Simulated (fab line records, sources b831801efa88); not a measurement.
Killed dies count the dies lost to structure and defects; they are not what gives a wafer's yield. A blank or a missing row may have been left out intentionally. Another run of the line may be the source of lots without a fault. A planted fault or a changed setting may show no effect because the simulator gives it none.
fab line records	flow gf180mcu
record: lots: 24	wafers: 72	lastDay: 34
route steps=602 shown M2@379 V2@384 V3@454 V4@478 M5@537
lots that met no fault: from a run of the same line without faults
startH: the number of hours between the record's first day and the start of the first shown wafer of the lot	waitH: how many hours have passed since the lot's step before this one	" repeats the value in the row above	L1.1+2: several wafers, shown together as one row	- no value present, or no start provided	* or withheld: withheld	< > ~ a bound
route shown NAME@n: a module of which the file shows steps, and the number in the route of the first	usual: the fault-free wafers' mean and standard deviation	same: alike in all rows	chamber/n: place in a boat	sites: each site's reading	_std_site: the standard deviation of these	_edge_site: the outer-site mean with the inner-site mean subtracted	radiusMm: how far each site lies from the wafer's centre	mask NAME#n: copy n	behind: tool/chamber where the wafer was last shaped	hold: reason for holding the lot/hours on hold/outcome of the hold	device: the n, p or np transistor that did not switch	end of line: the same wafers' tests at the end of the route	step lacking rows: just its recipe	killed: not the wafer's yield, but the dies lost to structure and defects at the first sort	map: dies across one wafer; x = killed, . = not, _ = none there
set.NAME: setting as actually run; set.NAME@STEP: the setting as run at that earlier step	model.NAME: the simulator's own value behind a step, which no gauge read
one table for each step of the route and one row for each wafer, over a sample of lots
services: the hour from which a tool's chamber was out of use, counted from the record's first day as startH (under 0 if before that day), plus the number of hours and why
== steps ==
step: GF_M2_STRIP_17
recipe: chemistry: O2/N2	powerW: 1400	pressureMtorr: 1500	platenTempC: 250	o2FlowSccm: 3000	n2FlowSccm: 300	overashFraction: 0.5
usual: drypumpMotorCurrentA: 5.9/0.6	heaterPowerW: 340/27	oesProductAu: 0.557/0.0054	stripTimeToEndpointS: 7.85/0.054
lot.wafer	tool	chamber	startH	waitH	drypumpMotorCurrentA	heaterPowerW	oesProductAu	rfHoursCounterH	stripTimeToEndpointS
L074.2	plasmaAsher-01	0	449.84	0.1	6.4	350	0.553	66	7.82
L074.5	"	1	"	"	6.4	382	0.558	-	7.78
L074.6	"	0	"	"	6.4	351	0.548	-	7.85
L075.2	plasmaAsher-03	1	453.22	0.1	5.0	351	0.560	2	7.91
L075.4	"	1	"	"	4.9	351	0.553	-	7.86
L075.6	"	1	"	"	5.0	349	0.564	-	7.87
L076.2	plasmaAsher-03	1	465.89	0.1	4.9	339	0.553	3	7.76
L076.3	"	1	"	"	4.9	355	0.550	-	7.78
L076.6	"	1	"	"	4.9	353	0.556	-	7.78
L077.1	plasmaAsher-01	1	477.35	0.1	6.4	382	0.560	69	7.93
L077.3	"	1	"	"	6.4	378	0.562	-	7.90
L077.4	"	0	"	"	6.5	350	0.562	-	7.98
L078.1	plasmaAsher-02	1	478.75	0.1	5.6	326	0.555	95	7.87
L078.3	"	1	"	"	5.5	329	0.562	-	7.86
L078.5	"	0	"	"	5.4	326	0.556	-	7.82
L079.1	plasmaAsher-03	0	483.32	0.1	6.5	300	0.560	5	7.82
L079.2	"	1	"	"	4.9	356	0.553	5	7.76
L079.5	"	0	"	"	6.5	295	0.554	-	7.89
L080.4	plasmaAsher-01	1	495.74	0.1	6.4	395	0.554	-	7.82
L080.5	"	1	"	"	6.4	389	0.549	-	7.77
L080.6	"	0	"	"	6.5	350	0.550	-	7.83
L081.1	plasmaAsher-02	1	510.16	0.1	5.6	328	0.563	98	7.90
L081.3	"	0	"	"	5.4	331	0.558	-	7.89
L081.4	"	1	"	"	5.6	322	0.559	-	7.90
L082.3	plasmaAsher-03	1	511.42	0.1	4.9	359	0.560	-	7.90
L082.4	"	0	"	"	6.5	293	0.561	-	7.84
L082.6	"	0	"	"	6.5	300	0.556	-	7.90
L083.2	plasmaAsher-02	1	519.87	0.1	5.6	323	0.548	99	7.82
L083.3	"	0	"	"	5.4	337	0.563	-	7.85
L083.6	"	0	"	"	5.4	328	0.558	-	7.81
L084.1	plasmaAsher-02	1	522.37	0.1	5.6	326	0.561	100	7.88
L084.2	"	0	"	"	5.4	330	0.562	100	7.88
L084.3	"	0	"	"	5.4	329	0.554	-	7.83
L085.2	plasmaAsher-03	1	538.16	0.1	4.9	343	0.554	9	7.84
L085.3	"	1	"	"	4.9	350	0.566	-	7.86
L085.5	"	1	"	"	4.9	351	0.559	-	7.78
L086.1	plasmaAsher-03	0	547.64	0.1	6.5	294	0.554	10	7.87
L086.3	"	0	"	"	6.5	298	0.561	-	7.89
L086.6	"	0	"	"	6.5	294	0.553	-	7.85
L088.2	plasmaAsher-01	0	555.24	0.1	6.4	353	0.556	77	7.84
L088.5	"	0	"	"	6.4	355	0.559	-	7.90
L088.6	"	1	"	"	6.4	386	0.561	-	7.88
L087.1	plasmaAsher-01	0	558.34	0.1	6.4	353	0.559	78	7.86
L087.5	"	0	"	"	6.5	359	0.551	-	7.84
L087.6	"	1	"	"	6.4	391	0.563	-	7.81
L089.1	plasmaAsher-01	1	568.79	0.1	6.4	385	0.554	78	7.94
L089.5	"	0	"	"	6.5	358	0.551	-	7.89
L089.6	"	1	"	"	6.4	382	0.553	-	7.95
L090.1	plasmaAsher-01	1	577.10	0.2	6.4	387	0.555	79	7.85
L090.4	"	1	"	"	6.4	388	0.554	-	7.79
L090.5	"	1	"	"	6.4	390	0.557	-	7.85
L091.4	plasmaAsher-02	0	585.10	0.1	5.4	337	0.555	-	7.81
L091.5	"	0	"	"	5.4	330	0.559	-	7.83
L091.6	"	1	"	"	5.6	325	0.556	-	7.85
L092.1	plasmaAsher-02	1	590.04	0.1	5.6	325	0.550	108	7.89
L092.3	"	1	"	"	5.6	328	0.558	-	7.94
L092.4	"	0	"	"	5.4	328	0.565	-	7.89
L093.1	plasmaAsher-01	1	600.98	0.2	6.4	376	0.553	82	7.96
L093.3	"	1	"	"	6.4	385	0.565	-	7.98
L093.5	"	0	"	"	6.4	349	0.569	-	7.99
L094.3	plasmaAsher-02	0	608.44	0.1	5.5	326	0.556	-	7.90
L094.5	"	0	"	"	5.4	335	0.569	-	7.91
L094.6	"	1	"	"	5.6	325	0.559	-	7.87
L095.1	plasmaAsher-03	0	609.34	0.1	6.5	297	0.548	15	7.77
L095.2	"	1	"	"	4.9	345	0.556	15	7.74
L095.3	"	0	"	"	6.5	301	0.552	-	7.76
L096.1	plasmaAsher-02	0	616.12	0.1	5.4	326	0.550	111	7.80
L096.2	"	1	"	"	5.5	332	0.557	111	7.80
L096.5	"	1	"	"	5.6	328	0.548	-	7.82
L097.2	plasmaAsher-03	1	624.71	0.1	4.9	351	0.557	17	7.80
L097.3	"	1	"	"	4.9	353	0.547	-	7.80
L097.5	"	1	"	"	4.9	353	0.550	-	7.81
step: GF_V2_CVD_02
recipe: material: SiO2	targetThkNm: 850	precursor: TEOS	tempC: 400	timeS: 94.851	rfW: 600
usual: heaterPowerOuterW: 387/84	heaterPowerW: 666/98	susceptorTempC: 400.00/0.23
lot.wafer	tool	chamber	startH	waitH	heaterPowerOuterW	heaterPowerW	susceptorTempC
L074.2	pecvd-02	1	450.89	0.0	494	780	400.34
L074.5	"	2	"	"	235	503	400.03
L074.6	"	1	"	"	405	641	400.55
L075.2	pecvd-03	1	454.01	0.0	440	804	399.93
L075.4	"	0	"	"	364	613	399.49
L075.6	"	1	"	"	313	633	400.11
L076.2	pecvd-02	1	466.55	0.0	513	812	400.15
L076.3	"	0	"	"	406	673	399.93
L076.6	"	2	"	"	301	598	400.25
L077.1	pecvd-02	1	478.01	0.1	530	805	399.69
L077.3	"	0	"	"	385	689	399.87
L077.4	"	0	"	"	283	529	399.86
L078.1	pecvd-04	1	479.41	0.1	346	641	399.97
L078.3	"	0	"	"	361	640	400.09
L078.5	"	0	"	"	382	686	399.83
L079.1	pecvd-02	1	484.02	0.1	412	682	400.19
L079.2	"	2	"	"	319	628	399.85
L079.5	"	2	"	"	225	504	400.10
L080.4	pecvd-02	2	496.41	0.1	303	594	399.87
L080.5	"	1	"	"	530	827	399.93
L080.6	"	0	"	"	367	626	399.99
L081.1	pecvd-03	1	510.82	0.1	402	743	399.87
L081.3	"	2	"	"	453	711	400.10
L081.4	"	0	"	"	314	524	400.24
L082.3	pecvd-04	0	512.09	0.1	391	672	399.98
L082.4	"	2	"	"	506	808	400.11
L082.6	"	2	"	"	537	848	399.80
L083.2	pecvd-02	1	520.68	0.0	494	744	400.46
L083.3	"	2	"	"	275	562	399.56
L083.6	"	0	"	"	288	541	400.07
L084.1	pecvd-03	2	523.05	0.1	435	712	400.19
L084.2	"	0	"	"	409	649	399.97
L084.3	"	1	"	"	328	642	399.85
L085.2	pecvd-02	1	538.82	0.0	461	742	399.88
L085.3	"	2	"	"	308	585	400.16
L085.5	"	0	"	"	365	647	399.91
L086.1	pecvd-04	2	548.31	0.1	525	858	399.97
L086.3	"	0	"	"	292	544	399.99
L086.6	"	2	"	"	438	709	399.89
L088.2	pecvd-04	2	555.93	0.0	530	826	399.82
L088.5	"	2	"	"	438	706	399.90
L088.6	"	0	"	"	330	614	400.15
L087.1	pecvd-04	0	559.00	0.1	362	662	400.16
L087.5	"	0	"	"	286	553	400.07
L087.6	"	2	"	"	559	870	400.19
L089.1	pecvd-02	2	569.49	0.1	298	587	400.05
L089.5	"	0	"	"	395	686	400.38
L089.6	"	2	"	"	322	619	400.25
L090.1	pecvd-03	1	577.79	0.1	375	729	400.13
L090.4	"	2	"	"	341	590	400.42
L090.5	"	0	"	"	368	596	399.90
L091.4	pecvd-04	1	585.77	0.1	320	593	399.96
L091.5	"	0	"	"	386	670	399.56
L091.6	"	2	"	"	579	886	400.15
L092.1	pecvd-04	0	590.71	0.1	342	621	399.95
L092.3	"	1	"	"	372	661	400.22
L092.4	"	2	"	"	569	842	400.03
L093.1	pecvd-03	0	601.75	0.1	369	605	400.05
L093.3	"	1	"	"	371	707	399.59
L093.5	"	1	"	"	411	760	399.91
L094.3	pecvd-04	0	609.11	0.0	327	572	399.91
L094.5	"	2	"	"	434	731	399.85
L094.6	"	1	"	"	330	563	399.88
L095.1	pecvd-02	2	610.03	0.1	320	630	400.12
L095.2	"	0	"	"	408	671	399.92
L095.3	"	1	"	"	516	786	399.76
L096.1	pecvd-02	0	616.78	0.1	375	678	399.70
L096.2	"	1	"	"	445	750	399.56
L096.5	"	1	"	"	508	775	399.47
L097.2	pecvd-04	1	625.41	0.0	338	569	399.85
L097.3	"	0	"	"	316	551	399.85
L097.5	"	1	"	"	348	625	400.06
step: GF_V3_THK_MEAS_25
recipe: thkMeasGauge: xrf	reads: W_of_V3_CVD_23
usual: V3_W_THK: 358/9.1
lot.wafer	tool	chamber	startH	waitH	V3_W_THK[nm]
L074.2	filmMetro-01	-	527.81	0.1	349
L074.5	"	-	"	"	376
L074.6	"	-	"	"	356
L075.2	filmMetro-01	-	529.67	0.1	350
L075.4	"	-	"	"	350
L075.6	"	-	"	"	355
L076.2	filmMetro-04	-	542.02	0.1	352
L076.3	"	-	"	"	353
L076.6	"	-	"	"	354
L077.1	filmMetro-01	-	552.21	0.1	352
L077.3	"	-	"	"	351
L077.4	"	-	"	"	350
L078.1	filmMetro-04	-	554.12	0.1	362
L078.3	"	-	"	"	358
L078.5	"	-	"	"	359
L079.1	filmMetro-01	-	557.07	0.1	348
L079.2	"	-	"	"	345
L079.5	"	-	"	"	349
L080.4	filmMetro-01	-	568.19	0.1	371
L080.5	"	-	"	"	352
L080.6	"	-	"	"	372
L081.1	filmMetro-03	-	582.49	0.1	356
L081.3	"	-	"	"	351
L081.4	"	-	"	"	350
L082.3	filmMetro-04	-	583.73	0.1	357
L082.4	"	-	"	"	351
L082.6	"	-	"	"	353
L083.2	filmMetro-04	-	590.77	0.1	353
L083.3	"	-	"	"	355
L083.6	"	-	"	"	349
L084.1	filmMetro-04	-	593.06	0.1	379
L084.2	"	-	"	"	359
L084.3	"	-	"	"	362
L085.2	filmMetro-04	-	608.08	0.1	357
L085.3	"	-	"	"	356
L085.5	"	-	"	"	354
L086.1	filmMetro-04	-	616.28	0.1	356
L086.3	"	-	"	"	360
L086.6	"	-	"	"	352
L088.2	filmMetro-01	-	623.77	0.1	360
L088.5	"	-	"	"	360
L088.6	"	-	"	"	375
L087.1	filmMetro-01	-	625.93	0.1	353
L087.5	"	-	"	"	349
L087.6	"	-	"	"	355
L089.1	filmMetro-01	-	636.15	0.1	348
L089.5	"	-	"	"	348
L089.6	"	-	"	"	344
L090.1	filmMetro-04	-	644.57	0.1	360
L090.4	"	-	"	"	356
L090.5	"	-	"	"	359
L091.4	filmMetro-03	-	650.95	0.1	376
L091.5	"	-	"	"	373
L091.6	"	-	"	"	362
L092.1	filmMetro-03	-	656.17	0.1	351
L092.3	"	-	"	"	351
L092.4	"	-	"	"	364
L093.1	filmMetro-04	-	665.91	0.1	361
L093.3	"	-	"	"	359
L093.5	"	-	"	"	357
L094.3	filmMetro-04	-	673.89	0.1	362
L094.5	"	-	"	"	369
L094.6	"	-	"	"	362
L095.1	filmMetro-03	-	675.79	0.1	359
L095.2	"	-	"	"	360
L095.3	"	-	"	"	354
L096.1	filmMetro-04	-	680.22	0.1	354
L096.2	"	-	"	"	355
L096.5	"	-	"	"	357
L097.2	filmMetro-03	-	689.33	0.1	364
L097.3	"	-	"	"	377
L097.5	"	-	"	"	366
step: GF_V4_CVD_02
recipe: material: SiO2	targetThkNm: 850	precursor: TEOS	tempC: 400	timeS: 94.851	rfW: 600
usual: heaterPowerOuterW: 400/68	heaterPowerW: 690/85	susceptorTempC: 399.96/0.23
lot.wafer	tool	chamber	startH	waitH	heaterPowerOuterW	heaterPowerW	susceptorTempC
L074.2	pecvd-03	2	551.25	0.0	433	713	400.26
L074.5	"	2	"	"	459	727	400.25
L074.6	"	0	"	"	299	529	399.99
L075.2	pecvd-01	2	553.77	0.0	288	604	400.20
L075.4	"	2	"	"	332	678	400.20
L075.6	"	0	"	"	427	672	400.34
L076.2	pecvd-03	1	565.64	0.0	397	739	400.10
L076.3	"	0	"	"	384	625	400.14
L076.6	"	1	"	"	421	776	400.14
L077.1	pecvd-03	0	575.03	0.1	354	583	400.10
L077.3	"	1	"	"	389	748	399.87
L077.4	"	0	"	"	382	615	399.90
L078.1	pecvd-04	0	576.82	0.1	352	630	399.62
L078.3	"	2	"	"	525	826	399.82
L078.5	"	2	"	"	562	859	399.88
L079.1	pecvd-04	2	580.18	0.1	569	816	399.77
L079.2	"	0	"	"	353	630	399.94
L079.5	"	2	"	"	441	701	399.89
L080.4	pecvd-01	2	591.09	0.1	334	676	399.84
L080.5	"	1	"	"	445	790	400.01
L080.6	"	0	"	"	539	792	400.57
L081.1	pecvd-03	2	604.35	0.1	366	620	400.27
L081.3	"	1	"	"	326	636	399.50
L081.4	"	0	"	"	310	529	400.21
L082.3	pecvd-03	2	606.38	0.0	437	727	399.95
L082.4	"	2	"	"	463	742	399.87
L082.6	"	0	"	"	420	663	400.11
L083.2	pecvd-04	2	612.76	0.0	434	718	400.26
L083.3	"	1	"	"	351	614	399.70
L083.6	"	1	"	"	253	482	400.25
L084.1	pecvd-04	2	615.07	0.1	493	818	399.88
L084.2	"	1	"	"	318	567	400.09
L084.3	"	0	"	"	335	602	400.27
L085.2	pecvd-03	0	630.01	0.0	410	647	399.74
L085.3	"	2	"	"	463	725	399.94
L085.5	"	1	"	"	323	640	400.13
L086.1	pecvd-03	1	638.40	0.1	428	796	399.75
L086.3	"	2	"	"	350	600	400.32
L086.6	"	2	"	"	392	648	399.85
L088.2	pecvd-03	2	645.14	0.0	466	730	399.85
L088.5	"	1	"	"	442	780	400.36
L088.6	"	0	"	"	399	651	400.11
L087.1	pecvd-01	0	647.02	0.1	528	819	399.76
L087.5	"	0	"	"	566	843	399.90
L087.6	"	1	"	"	388	711	400.08
L089.1	pecvd-03	2	657.34	0.1	401	653	400.22
L089.5	"	2	"	"	428	690	399.74
L089.6	"	1	"	"	390	779	399.57
L090.1	pecvd-01	1	665.01	0.1	394	734	400.23
L090.4	"	1	"	"	449	784	400.39
L090.5	"	2	"	"	333	662	399.89
L091.4	pecvd-03	0	671.72	0.1	361	597	399.79
L091.5	"	2	"	"	340	598	400.43
L091.6	"	1	"	"	426	772	399.95
L092.1	pecvd-03	2	677.03	0.1	435	680	399.95
L092.3	"	0	"	"	384	627	399.93
L092.4	"	2	"	"	445	743	400.09
L093.1	pecvd-01	1	685.66	0.1	481	828	399.94
L093.3	"	0	"	"	502	783	400.11
L093.5	"	1	"	"	515	889	399.86
L094.3	pecvd-01	2	694.77	0.0	288	614	399.99
L094.5	"	0	"	"	499	755	400.21
L094.6	"	2	"	"	338	664	399.94
L095.1	pecvd-03	1	696.35	0.1	432	788	400.17
L095.2	"	2	"	"	449	710	399.82
L095.3	"	0	"	"	376	622	400.30
L096.1	pecvd-01	1	701.16	0.1	509	867	399.84
L096.2	"	2	"	"	294	626	400.05
L096.5	"	2	"	"	343	662	399.96
L097.2	pecvd-03	1	709.42	0.0	336	683	399.62
L097.3	"	2	"	"	383	638	399.93
L097.5	"	2	"	"	416	688	399.85
step: GF_V4_CVD_23
recipe: material: W	targetThkNm: 350	timeS: 104.9	tempC: 400	pressureTorr: 40
usual: heaterPowerOuterW: 526/14	heaterPowerW: 854/20	susceptorTempC: 400.04/0.23
lot.wafer	tool	chamber	startH	waitH	heaterPowerOuterW	heaterPowerW	susceptorTempC
L074.2	cvdW-02	0	574.24	0.0	543	896	399.69
L074.5	"	1	"	"	533	831	400.50
L074.6	"	0	"	"	532	886	400.04
L075.2	cvdW-02	0	576.79	0.0	542	869	400.30
L075.4	"	0	"	"	537	879	400.20
L075.6	"	1	"	"	529	847	399.95
L076.2	cvdW-02	0	588.37	0.0	547	863	400.10
L076.3	"	0	"	"	538	872	399.74
L076.6	"	0	"	"	539	868	399.81
L077.1	cvdW-02	1	597.63	0.0	526	852	399.54
L077.3	"	0	"	"	541	893	400.09
L077.4	"	1	"	"	513	870	399.61
L078.1	cvdW-02	0	598.87	0.0	545	860	400.39
L078.3	"	1	"	"	542	856	400.20
L078.5	"	1	"	"	537	839	400.43
L079.1	cvdW-02	0	602.73	0.0	517	893	399.66
L079.2	"	1	"	"	538	826	400.29
L079.5	"	1	"	"	527	839	400.32
L080.4	cvdW-01	1	612.67	0.1	512	805	400.32
L080.5	"	1	"	"	519	833	400.58
L080.6	"	0	"	"	512	871	400.33
L081.1	cvdW-01	1	626.06	0.0	518	814	400.12
L081.3	"	0	"	"	521	853	399.84
L081.4	"	1	"	"	514	834	400.16
L082.3	cvdW-01	0	629.08	0.1	507	855	400.09
L082.4	"	1	"	"	515	815	399.94
L082.6	"	0	"	"	501	863	399.97
L083.2	cvdW-02	1	634.73	0.0	523	852	399.98
L083.3	"	0	"	"	549	854	400.10
L083.6	"	1	"	"	538	863	400.05
L084.1	cvdW-01	0	636.27	0.0	522	865	400.05
L084.2	"	1	"	"	512	814	399.70
L084.3	"	0	"	"	513	817	399.77
L085.2	cvdW-02	0	651.02	0.0	541	868	399.97
L085.3	"	0	"	"	526	874	399.84
L085.5	"	1	"	"	530	837	400.52
L086.1	cvdW-02	0	659.48	0.0	545	874	400.04
L086.3	"	0	"	"	535	863	400.31
L086.6	"	0	"	"	526	889	399.66
L088.2	cvdW-02	1	666.20	0.0	531	837	399.76
L088.5	"	1	"	"	529	848	400.03
L088.6	"	0	"	"	541	825	400.06
L087.1	cvdW-02	0	668.13	0.0	533	872	400.32
L087.5	"	1	"	"	529	853	400.39
L087.6	"	0	"	"	546	861	399.84
L089.1	cvdW-02	1	678.38	0.0	530	862	399.94
L089.5	"	1	"	"	536	849	400.20
L089.6	"	1	"	"	519	874	399.90
L090.1	cvdW-02	1	685.64	0.0	523	859	400.11
L090.4	"	0	"	"	549	889	399.29
L090.5	"	1	"	"	514	863	399.91
L091.4	cvdW-02	1	692.42	0.1	514	835	400.43
L091.5	"	1	"	"	535	853	400.22
L091.6	"	0	"	"	554	896	399.89
L092.1	cvdW-02	0	697.89	0.0	540	871	399.99
L092.3	"	1	"	"	525	835	399.88
L092.4	"	0	"	"	543	855	399.92
L093.1	cvdW-01	0	705.77	0.0	503	855	399.82
L093.3	"	0	"	"	517	870	399.86
L093.5	"	0	"	"	500	848	399.98
L094.3	cvdW-02	1	714.75	0.1	536	841	400.10
L094.5	"	1	"	"	538	843	400.38
L094.6	"	1	"	"	526	865	400.26
L095.1	cvdW-01	0	715.48	0.0	507	861	399.85
L095.2	"	0	"	"	526	840	400.04
L095.3	"	0	"	"	501	853	400.14
L096.1	cvdW-02	0	720.51	0.0	544	871	399.91
L096.2	"	1	"	"	533	846	400.07
L096.5	"	0	"	"	550	868	399.87
L097.2	cvdW-01	0	727.93	0.0	509	842	400.17
L097.3	"	1	"	"	497	836	400.33
L097.5	"	1	"	"	501	833	399.98
step: GF_M5_STRIP_11
recipe: chemistry: O2/N2	powerW: 1400	pressureMtorr: 1500	platenTempC: 250	o2FlowSccm: 3000	n2FlowSccm: 300	overashFraction: 0.5
usual: drypumpMotorCurrentA: 6.1/0.46	heaterPowerW: 354/24	oesProductAu: 0.544/0.0055	stripTimeToEndpointS: 7.52/0.054
lot.wafer	tool	chamber	startH	waitH	drypumpMotorCurrentA	heaterPowerW	oesProductAu	rfHoursCounterH	stripTimeToEndpointS
L074.2	plasmaAsher-04	0	618.10	0.1	5.7	348	0.543	51	7.57
L074.5	"	0	"	"	5.7	358	0.548	-	7.53
L074.6	"	1	"	"	5.8	340	0.542	-	7.54
L075.2	plasmaAsher-01	1	619.46	0.1	6.4	379	0.543	84	7.59
L075.4	"	1	"	"	6.4	378	0.541	-	7.55
L075.6	"	0	"	"	6.4	350	0.543	-	7.54
L076.2	plasmaAsher-01	1	631.45	0.1	6.4	389	0.546	85	7.57
L076.3	"	0	"	"	6.4	341	0.550	-	7.57
L076.6	"	1	"	"	6.4	391	0.550	-	7.59
L077.1	plasmaAsher-04	0	639.66	0.1	5.7	349	0.548	54	7.51
L077.3	"	0	"	"	5.8	355	0.546	-	7.46
L077.4	"	1	"	"	5.9	340	0.535	-	7.48
L078.1	plasmaAsher-04	1	641.11	0.1	5.9	342	0.533	54	7.60
L078.3	"	1	"	"	5.9	347	0.547	-	7.60
L078.5	"	0	"	"	5.8	357	0.549	-	7.61
L079.1	plasmaAsher-01	0	645.02	0.1	6.4	351	0.549	86	7.50
L079.2	"	1	"	"	6.4	382	0.545	86	7.47
L079.5	"	0	"	"	6.4	353	0.552	-	7.54
L080.4	plasmaAsher-04	1	653.79	0.1	5.9	344	0.542	-	7.51
L080.5	"	0	"	"	5.8	349	0.538	-	7.51
L080.6	"	1	"	"	5.9	353	0.543	-	7.45
L081.1	plasmaAsher-01	0	667.05	0.1	6.4	354	0.542	88	7.45
L081.3	"	0	"	"	6.4	346	0.545	-	7.45
L081.4	"	1	"	"	6.4	389	0.544	-	7.46
L082.3	plasmaAsher-01	1	669.50	0.1	6.4	381	0.537	-	7.58
L082.4	"	0	"	"	6.4	346	0.547	-	7.57
L082.6	"	1	"	"	6.4	363	0.547	-	7.58
L083.2	plasmaAsher-01	1	675.05	0.1	6.4	378	0.541	89	7.61
L083.3	"	0	"	"	6.4	347	0.543	-	7.51
L083.6	"	1	"	"	6.4	395	0.549	-	7.57
L084.1	plasmaAsher-01	1	678.10	0.1	6.4	394	0.541	89	7.49
L084.2	"	0	"	"	6.4	348	0.547	89	7.48
L084.3	"	1	"	"	6.4	387	0.548	-	7.53
L085.2	plasmaAsher-03	1	690.68	0.1	5.0	349	0.546	24	7.43
L085.3	"	0	"	"	6.5	298	0.551	-	7.37
L085.5	"	0	"	"	6.5	300	0.535	-	7.43
L086.1	plasmaAsher-03	1	699.17	0.1	4.9	341	0.560	25	7.65
L086.3	"	1	"	"	4.9	348	0.552	-	7.58
L086.6	"	1	"	"	4.9	353	0.552	-	7.63
L088.2	plasmaAsher-04	1	705.26	0.1	5.9	340	0.536	61	7.50
L088.5	"	1	"	"	5.9	341	0.543	-	7.51
L088.6	"	0	"	"	5.7	345	0.533	-	7.50
L087.1	plasmaAsher-01	0	708.00	0.1	6.4	364	0.541	92	7.49
L087.5	"	1	"	"	6.4	392	0.543	-	7.49
L087.6	"	0	"	"	6.4	343	0.537	-	7.45
L089.1	plasmaAsher-01	0	717.82	0.1	6.4	359	0.539	93	7.59
L089.5	"	0	"	"	6.4	351	0.547	-	7.60
L089.6	"	1	"	"	6.4	386	0.545	-	7.54
L090.1	plasmaAsher-01	1	723.81	0.1	6.4	396	0.538	93	7.49
L090.4	"	0	"	"	6.4	354	0.551	-	7.47
L090.5	"	1	"	"	6.4	384	0.545	-	7.50
L091.4	plasmaAsher-01	0	730.40	0.1	6.4	347	0.536	-	7.51
L091.5	"	1	"	"	6.4	374	0.545	-	7.51
L091.6	"	0	"	"	6.4	354	0.547	-	7.48
L092.1	plasmaAsher-01	1	734.70	0.1	6.4	384	0.541	94	7.57
L092.3	"	0	"	"	6.5	353	0.551	-	7.61
L092.4	"	1	"	"	6.4	385	0.537	-	7.56
L093.1	plasmaAsher-04	1	743.01	0.1	5.9	347	0.548	65	7.47
L093.3	"	0	"	"	5.7	353	0.544	-	7.53
L093.5	"	0	"	"	5.7	345	0.544	-	7.54
L094.3	plasmaAsher-03	1	750.81	0.1	4.9	350	0.542	-	7.47
L094.5	"	0	"	"	6.5	305	0.543	-	7.47
L094.6	"	1	"	"	4.9	345	0.541	-	7.42
L095.1	plasmaAsher-04	1	751.66	0.1	5.9	344	0.543	66	7.52
L095.2	"	0	"	"	5.7	355	0.544	66	7.54
L095.3	"	0	"	"	5.7	343	0.543	-	7.54
L096.1	plasmaAsher-04	1	756.85	0.1	5.8	349	0.537	67	7.46
L096.2	"	0	"	"	5.7	350	0.538	67	7.49
L096.5	"	0	"	"	5.7	343	0.546	-	7.47
L097.2	plasmaAsher-03	1	763.40	0.1	4.9	353	0.547	32	7.47
L097.3	"	0	"	"	6.5	292	0.544	-	7.50
L097.5	"	1	"	"	4.9	345	0.534	-	7.49
== services ==
tool	chamber	startH	hours	kind
cvdW-02	-	428.73	6.0	pm
pecvd-01	0	442.13	22.8	repair
pecvd-02	-	468.09	6.0	pm
pecvd-03	1	471.33	16.0	repair
pecvd-04	1	489.77	73.9	repair
plasmaAsher-03	-	514.71	14.6	pm
pecvd-04	0	537.57	6.7	repair
plasmaAsher-03	-	553.80	9.0	pm
plasmaAsher-01	-	561.52	5.7	repair
pecvd-04	-	564.79	2.8	repair
pecvd-02	-	564.89	0.9	repair
plasmaAsher-04	-	566.70	0.9	repair
pecvd-04	-	591.12	14.0	pm
pecvd-02	1	620.45	4.1	repair
pecvd-04	-	628.03	6.0	pm
cvdW-02	0	672.35	10.8	repair
pecvd-04	1	673.22	23.4	repair
plasmaAsher-02	-	682.10	9.3	repair
plasmaAsher-01	-	687.06	7.7	pm
cvdW-02	0	702.73	15.5	repair
pecvd-03	-	721.57	2.8	pm
plasmaAsher-02	-	733.75	9.0	pm
plasmaAsher-03	-	742.29	0.4	repair
pecvd-03	2	754.50	14.0	repair
== key ==
fault none
